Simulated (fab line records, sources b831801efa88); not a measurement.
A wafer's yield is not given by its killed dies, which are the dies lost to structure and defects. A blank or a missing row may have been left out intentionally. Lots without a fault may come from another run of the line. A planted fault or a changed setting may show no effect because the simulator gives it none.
One fault seen from 2 desks    flow gf180mcu    numbers are kept per desk, each desk with only its own; the story behind them comes last

== AT THE METROLOGY DESK ==
Means of the sampled wafers that have a number, per lot and without regard to the tool the lot ran on: this is what the gauges read. If a lot's mean is further than 4 standard deviations from the usual mean, the lot is out of limits and carries the mark OUT (the distance appears in the brackets).
Columns: A = V3_BOW at GF_V3_BOW_MEAS_05, usual 117 um; B = M4_OVL at GF_M4_OVL_MEAS_15, usual 7 nm
lot   first seen here  A    B
L755  day 21 11:14     107  12
L756  day 21 17:54     131  13
L757  day 22 03:16     112  13
L758  day 22 07:10     139  1
L759  day 22 15:25     109  10
L763  day 24 03:34     122  6
L768  day 25 17:14     124  15
L772  day 27 14:47     112  4
L773  day 27 21:12     125  9
L774  day 28 05:15     129  10
L775  day 28 08:28     101  3
L777  day 28 18:26     115  1
L778  day 29 00:59     131  7
This desk's finding: nothing out of limits on any of the 13 lots.

== AT THE TOOL OWNER'S DESK: pvd_sputter-01 ==
At GF_MIM_SPUTTER_04 (material TiN, target thk 50 nm, time 41.7 s) the tool's own readings: per lot run on this tool, the mean of the sampled wafers that have a number. If a lot's mean is further than 4 standard deviations from the usual mean, the lot is out of limits and carries the mark OUT (the distance appears in the brackets).
Columns: A = chamber_pressure_pa at GF_MIM_SPUTTER_04, usual 0.3998 Pa; B = throttle_valve_pct at GF_MIM_SPUTTER_04, usual 30.1 %
lot   first seen here  A                 B
L757  day 25 03:54     0.4000            30.3
L759  day 25 15:17     0.3993            30.4
L768  day 28 11:48     0.3725 (-36) OUT  31.5
This desk finds L768 out of limits, L768 being first, at day 28 11:48 (chamber_pressure_pa at GF_MIM_SPUTTER_04). Within limits: L757, L759.

== ALL TOGETHER ==
The tool owner's desk had the chance to raise an alarm at day 28 11:48 on L768.
From the metrology desk's view, nothing was out of limits.
The metrology desk has L768 on record, within its limits.
GF_MIM_SPUTTER_04 was run on pvd_sputter-01 by each of the lots named.

== WHAT THE SIMULATOR HAD PUT IN ==
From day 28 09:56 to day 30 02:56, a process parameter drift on pvd_sputter-01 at GF_MIM_SPUTTER_04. Setting chamber_pressure_pa, moved by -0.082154, from 0.4. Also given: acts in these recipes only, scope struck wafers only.
Shown lots that were struck: L768.
Hours from the fault's start to each desk's first reading out of limits: the tool owner's desk, 2.
